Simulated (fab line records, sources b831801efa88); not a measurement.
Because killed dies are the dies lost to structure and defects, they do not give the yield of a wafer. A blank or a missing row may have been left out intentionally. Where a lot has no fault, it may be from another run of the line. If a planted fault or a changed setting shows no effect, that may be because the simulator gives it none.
Matching of chambers ; flow sky130 ; SKY_CONTACT_ETCH_18 on rieDiel-01: 4 sister chambers
The step etches Si3N4 in CHF3/O2, stops on TiN, time 39 s, target depth 75 nm. 14 wafers are shown with their chamber, then 7 later ones without.

== EACH WAFER AND ITS CHAMBER ==
wafer;chamber;throttleValvePct (%);oesProductAu (a.u.)
L293.3;2;8.789;0.852
L293.5;3;8.779;0.861
L293.6;0;8.787;0.843
L296.4;2;8.777;0.852
L296.5;1;8.785;0.850
L296.6;2;8.787;0.851
L298.2;0;8.792;0.860
L298.5;1;8.787;0.859
L298.6;2;8.786;0.861
L297.1;3;8.787;0.856
L297.2;2;8.801;0.856
L297.3;1;8.802;0.855
L301.4;1;8.795;0.870
L301.5;2;8.804;0.858

SIGNATURES (means of the wafers above)
reading;chamber 0;chamber 1;chamber 2;chamber 3;scatter within a chamber
throttleValvePct;8.78950;8.79225;8.79067;8.78300;0.00858
oesProductAu;0.85150;0.85850;0.85500;0.85850;0.00674
Rule: a wafer's distance from a chamber is the root of the sum, over the readings, of the square of ((its reading less the chamber's mean) divided by the reading's scatter). The wafer belongs to the nearest chamber; if the next one is less than 2 further off, it can't be placed. The scatter: take each reading less its chamber's mean, square it, sum over the shown wafers, divide by the number of wafers less the number of chambers, and take the root.

== WAFERS WITHOUT THEIR CHAMBER ==
wafer;throttleValvePct (%);oesProductAu (a.u.)
L301.6;8.802;0.846
L304.2;8.785;0.852
L304.5;8.790;0.855
L304.6;8.795;0.856
L314.1;8.802;0.850
L314.2;8.781;0.846
L314.4;8.822;0.864

== THE CHAMBER EACH PASSED THROUGH ==
wafer;from the rows above;in truth
L301.6;can't be placed: 0 or 2 or 1 or 3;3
L304.2;can't be placed: 0 or 2 or 3 or 1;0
L304.5;can't be placed: 2 or 0 or 1 or 3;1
L304.6;can't be placed: 1 or 2 or 0 or 3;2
L314.1;can't be placed: 0 or 2 or 1 or 3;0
L314.2;can't be placed: 0 or 2 or 3 or 1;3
L314.4;can't be placed: 1 or 2 or 0 or 3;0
0 of 7 placed correctly. From these rows, 7 cannot be placed; in 7 the true chamber is one of the candidates. Placed wrongly: 0.
